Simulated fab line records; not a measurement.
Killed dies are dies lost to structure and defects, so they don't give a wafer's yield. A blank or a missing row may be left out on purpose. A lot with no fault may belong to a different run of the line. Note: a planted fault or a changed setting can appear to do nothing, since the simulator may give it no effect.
8D (eight disciplines) problem report, filled in by code + flow sfq line + the parts of the form that need people (team, actions taken, sign-off) are left out

## 1. THE PROBLEM
rf fwd power W at SFQ_TRILAYER_I6_VIA_BARC_OPEN_VIA_ETCH_235 reads a mean of 574.3 W on 6 wafers of 2 lots; wafers without a fault read 494.9 W with a standard deviation of 2.2. Measured from the usual mean, that is +36 standard deviations.
The step: etches BARC in O2, target depth 125 nm, time 41.7 s.
First seen on wafer L539.1, day 81 03:48, on rie diel-03. The record holds 42 wafers of 14 lots with a number at this step. By rule, "out" or "out of limits" means more than 4 standard deviations away from the usual mean. The other wafers with a number count as sound.

## 2. WHAT IT IS, AND WHAT IT ISN'T
| question                    | is                     | is not                                                                                 |
|-----------------------------|------------------------|----------------------------------------------------------------------------------------|
| which readings at this step | rf fwd power W         | bias w                                                                                 |
| which lots                  | L539, L540             | L529, L530, L531, L532, L533, L534, L536, L537, L547, L548, L549, L550                 |
| which wafers of those lots  | all that have a number | -                                                                                      |
| read on which tools         | rie diel-03            | rie diel-02, rie diel-04                                                               |
| when                        | from day 81 03:48      | up to then (24 sound wafers); but 12 sound wafers of L547, L548, L549, L550 came after |

## 3. THE SUSPECTS, EACH WITH WHAT RULES IT OUT
Counting: a tool at any process step up to the reading remains a suspect when it ran all the lots that are out and ran no sound lot after the first of those.
- rie diel-03 at SFQ_TRILAYER_I6_VIA_BARC_OPEN_VIA_ETCH_235 (etches BARC in O2, target depth 125 nm, time 41.7 s): ruled out as a lasting fault. Following L539 (day 81 03:48), the first lot on it that is out, the sound lots L547, L550 were run on it.
Left after counting: nothing in the record.

## 4. THE CAUSE (what the simulator had put in)
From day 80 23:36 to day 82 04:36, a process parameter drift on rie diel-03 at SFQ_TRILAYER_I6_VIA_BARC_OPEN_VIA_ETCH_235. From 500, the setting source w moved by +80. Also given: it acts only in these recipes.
Counting ruled it out, wrongly.

## 5. SEQUENCE OF EFFECTS, ordered by route
Each row: a reading where the mean over the struck wafers with a number is more than 3 standard deviations away from the usual. Only readings for which the record gives a usual standard deviation are gone through. hours: the time from each lot's start at the first step in this table that gives one to its start at this step, as a median over the lots. sigmas: the change in usual standard deviations.
| hours | step                                       | reading        | usual   | on struck wafers | change | sigmas |
|-------|--------------------------------------------|----------------|---------|------------------|--------|--------|
| 0     | SFQ_TRILAYER_I6_VIA_BARC_OPEN_VIA_ETCH_235 | rf fwd power W | 494.9 W | 574.3            | +79.4  | +36    |
Its process steps:
- SFQ_TRILAYER_I6_VIA_BARC_OPEN_VIA_ETCH_235: etches BARC in O2, target depth 125 nm, time 41.7 s.

## 6. HOW IT WOULD HAVE BEEN CAUGHT EARLIER
First out-of-limits reading in this record: day 81 03:48, which is 4 hours after fault onset at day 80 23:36.
